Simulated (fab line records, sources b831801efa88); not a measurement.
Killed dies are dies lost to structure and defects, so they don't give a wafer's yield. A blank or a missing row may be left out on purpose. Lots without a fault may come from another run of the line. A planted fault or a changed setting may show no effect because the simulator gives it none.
A struck lot beside a sound one | flow gf180mcu | 15 steps out of a route of 602
Sound: wafers L534.3, L534.4, L534.5. Struck: wafers L536.3, L536.5, L536.6. The cause comes at the end.
At each step with rows: each side's tool, then ch and its chambers, then its first start. Under that, the readings that differ: sound wafers | struck wafers | difference of the means | sigmas: that difference in standard deviations of wafers without a fault.
alike: readings whose means differ by less than 2 such deviations, and words and numbers that are the same on both sides. not compared: withheld readings, readings that some wafer has no value for, bounds like >300 that may hide the same value, and numbers for which the record gives no deviation and whose values overlap.
The two part at a step that has a row with sigmas, a row that says differs or no value, or rows on one side only. Numbers that don't overlap but have no deviation are shown without sigmas and don't part them. A reading that every wafer of one side lacks parts them only if that side has two wafers or more.

first, 3 steps without rows for these wafers: GF_V2_STRIP_18 (strips in O2/N2); GF_V2_STRIP_19 (strips in post etch residue remover, time 1200 s); GF_V2_CLEAN_20 (cleans in DIW).
GF_V2_SPUTTER_21: material Ti, target thk 15 nm, time 80.02 s.
  sound on pvd_sputter-01, day 23 02:04; struck on pvd_sputter-01, day 23 22:31
  alike: throttle_valve_pct
then, 2 steps without rows for these wafers: GF_V2_SPUTTER_22 (material TiN, target thk 10 nm, time 40 s); GF_V2_CVD_23 (deposits W, target thk 350 nm, time 104.94 s).
GF_V2_RS_MEAS_24: measures by four-point-probe.
  sound on film_metro-04, day 23 02:19; struck on film_metro-02, day 23 22:46
  alike: V2_W_RS
GF_V2_THK_MEAS_25: measures by xrf.
  sound on film_metro-04, day 23 02:25; struck on film_metro-02, day 23 22:52
  alike: V2_W_THK
GF_V2_CMP_26: polishes, stops on SiO2, t overpolish 15 s, target thk 0 nm.
  sound on cmp-01 ch 0,1,2, day 23 02:31; struck on cmp-02 ch 0,1,2, day 23 23:01
  alike: motor_current_A, overpolish_run_s, slurry_flow_ml_min, time_to_endpoint_s
GF_M3_SPUTTER_00: material Ti, target thk 37.5 nm, time 150 s.
  sound on pvd_sputter-02, day 23 02:46; struck on pvd_sputter-03, day 23 23:13
  alike: throttle_valve_pct
GF_M3_SPUTTER_01: material TiN, target thk 30 nm, time 25 s.
  sound on pvd_sputter-02, day 23 02:52; struck on pvd_sputter-03, day 23 23:19
  alike: throttle_valve_pct
GF_M3_SPUTTER_02: material AlCu, target thk 450 nm, time 23.9 s.
  sound on pvd_sputter-02, day 23 02:54; struck on pvd_sputter-03, day 23 23:21
  alike: throttle_valve_pct
GF_M3_SPUTTER_03: material Ti, target thk 10 nm, time 6.7 s.
  sound on pvd_sputter-02, day 23 02:56; struck on pvd_sputter-03, day 23 23:22
  reading                               | sound             | struck            | difference | sigmas
  model.Ti_of_M3_SPUTTER_03.thk_nm (nm) | 10.05 9.831 10.01 | 14.97 15.03 14.84 | +4.98      |
  alike: throttle_valve_pct
then, 1 step without rows for these wafers: GF_M3_SPUTTER_04 (material TiN, target thk 50 nm, time 41.7 s).
GF_PASSIVATION_PROBE_99:
  the record has rows for the sound wafers here (prober-02, day 31 05:53) and none for the struck ones

WHERE THEY PART
Only at GF_PASSIVATION_PROBE_99, within this record.

WHY: what the simulator had put in
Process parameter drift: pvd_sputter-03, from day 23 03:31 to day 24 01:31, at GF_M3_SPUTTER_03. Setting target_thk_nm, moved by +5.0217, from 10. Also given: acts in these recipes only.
